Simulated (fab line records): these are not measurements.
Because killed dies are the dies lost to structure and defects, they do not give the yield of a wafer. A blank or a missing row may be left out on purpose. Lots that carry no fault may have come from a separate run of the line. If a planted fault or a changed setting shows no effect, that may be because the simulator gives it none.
Which tool is to blame?	flow gf180mcu	6 lots with 18 wafers sampled at 2 steps, on a route of 602 steps

WHAT THE GAUGES READ, wafer by wafer
GF_HV_LDD_TW_MEAS_23.
lot	measured	on	HV_LDD_2_TW
L184	day 11 10:26	filmMetro-02	1055 1052 1055
L185	day 11 21:22	filmMetro-02	1062 1058 1061
L189	day 13 01:52	filmMetro-04	1052 1054 1054
L196	day 15 09:25	filmMetro-03	1647 1636 1652
L200	day 16 13:12	filmMetro-04	1051 1045 1050
L202	day 17 09:19	filmMetro-03	1034 1027 1031

WHAT TOOL EACH LOT RAN ON (gives the tool, then ch and the chambers of the sampled wafers, and finally the start)
lot	GF_HV_LDD_IMPLANT_21
L184	implanter-02 ch 0, day 11 10:11
L185	implanter-02 ch 0, day 11 21:07
L189	implanter-03 ch 0, day 13 01:38
L196	implanter-02 ch 0, day 15 09:11
L200	implanter-03 ch 0, day 16 12:58
L202	implanter-03 ch 0, day 17 09:05
- GF_HV_LDD_IMPLANT_21

THE ANSWER, worked out from the rows above alone
Rule: the usual values come from the lots themselves. The widest of any qualifying gaps counts: lots, ordered by their means at a reading, are off when they make up no more than a third of the lots, leave a main group of 4 or more, and stand apart from it by 3 or more times the standard deviation of that group's means. A main group whose means are all the same, to the digits that the tables above print for the reading, isn't used. A lot without any number at a reading at which 4 lots or more have one is off too. Any other lot the step has rows for is counted as sound.
Off: L196, seen at GF_HV_LDD_TW_MEAS_23 (HV_LDD_2_TW). The main group: mean 1049, standard deviation 10.
A tool fits if, at a process step before that reading, it ran every lot that is off, and no sound lot after the first of them. Those tools and the gauges at GF_HV_LDD_TW_MEAS_23 are tried in the same way. One candidate fits, namely implanter-02 at GF_HV_LDD_IMPLANT_21. A fault onset in the window from L185 (day 11 21:07, its last sound lot) to L196 (day 15 09:11, its first lot off) fits.

WHAT THE SIMULATOR HAD INSERTED
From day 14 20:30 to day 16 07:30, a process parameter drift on implanter-02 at GF_HV_LDD_IMPLANT_21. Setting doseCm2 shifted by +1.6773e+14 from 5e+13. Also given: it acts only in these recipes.
Struck lots among those shown: L196. The rule above reached the same finding.
